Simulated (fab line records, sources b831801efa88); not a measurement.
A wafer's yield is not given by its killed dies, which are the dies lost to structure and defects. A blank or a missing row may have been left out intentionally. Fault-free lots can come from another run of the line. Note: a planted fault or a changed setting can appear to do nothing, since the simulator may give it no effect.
A single fault, viewed from 2 desks -- flow gf180mcu -- only its own numbers are on each desk; what lay behind them is given at the end

## THE TOOL OWNER'S DESK: pvd sputter-02
The tool's own readings at GF_M4_SPUTTER_02 (material AlCu, target thk 450 nm, time 23.9 s): means of the sampled wafers that have a number, for each lot that ran on this tool. Marked OUT: a lot whose mean sits more than 4 standard deviations from the usual mean, which makes it out of limits; the brackets give that distance.
Columns: A = chamber pressure pa at GF_M4_SPUTTER_02, usual 0.4000 Pa; B = throttle valve pct at GF_M4_SPUTTER_02, usual 30.0 %
lot,first seen here,A,B
L525,day 25 01:21,0.3995,28.8
L526,day 25 11:17,0.3999,30.0
L535,day 27 22:14,0.4525 (+65) OUT,28.2
L536,day 28 05:51,0.4532 (+66) OUT,27.5
This desk finds L535, L536 out of limits, L535 being first, at day 27 22:14 (chamber pressure pa at GF_M4_SPUTTER_02). L525, L526: within limits.

## AT THE METROLOGY DESK
What the gauges read, lot by lot, whatever tool the lot ran on: means of the sampled wafers that have a number. Marked OUT: a lot whose mean sits more than 4 standard deviations from the usual mean, which makes it out of limits; the brackets give that distance.
Columns: A = M2_ALCU_RS at GF_M2_RS_MEAS_05, usual 0.0695 ohm/sq; B = M4_ALCU_RS at GF_M4_RS_MEAS_05, usual 0.0696 ohm/sq; C = M4_ALCU_THK at GF_M4_THK_MEAS_06, usual 449 nm; D = V4_OVL at GF_V4_OVL_MEAS_15, usual 0 nm
lot,first seen here,A,B,C,D
L518,day 18 04:38,0.0690,0.0679,457,1
L520,day 19 00:08,0.0695,0.0697,452,-4
L522,day 19 13:17,0.0692,0.0684,454,4
L525,day 20 22:22,0.0690,0.0693,446,-1
L526,day 21 09:59,0.0702,0.0705,447,3
L528,day 21 21:59,0.0683,0.0696,451,1
L535,day 24 04:40,0.0701,0.0732 (+4.3) OUT,430,2
L536,day 24 12:17,0.0685,0.0725,438,0
L537,day 24 16:54,0.0698,0.0705,444,-2
L539,day 25 07:55,0.0692,0.0700,445,-1
L540,day 25 19:41,0.0688,0.0698,447,4
L541,day 26 08:28,0.0696,0.0699,448,-0
This desk finds L535 out of limits, with the earliest case on L535 at day 27 22:22 (M4_ALCU_RS at GF_M4_RS_MEAS_05). L518, L520, L522, L525, L526, L528, L536, L537, L539, L540, L541: within limits.

## TAKEN TOGETHER
The tool owner's desk could have raised an alarm at day 27 22:14, on L535, L536.
The metrology desk could have raised an alarm at day 27 22:22, on L535.
The metrology desk has L536 on record, within its limits.
Every lot named ran GF_M4_SPUTTER_02 on pvd sputter-02.

## WHAT HAD BEEN PUT IN BY THE SIMULATOR
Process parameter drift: pvd sputter-02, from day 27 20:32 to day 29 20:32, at GF_M4_SPUTTER_02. A move of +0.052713 in setting chamber pressure pa, from 0.4. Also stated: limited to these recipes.
Shown lots that were struck: L535, L536.
Hours from the fault's start to each desk's first reading out of limits: the tool owner's desk, 2; the metrology desk, 2.
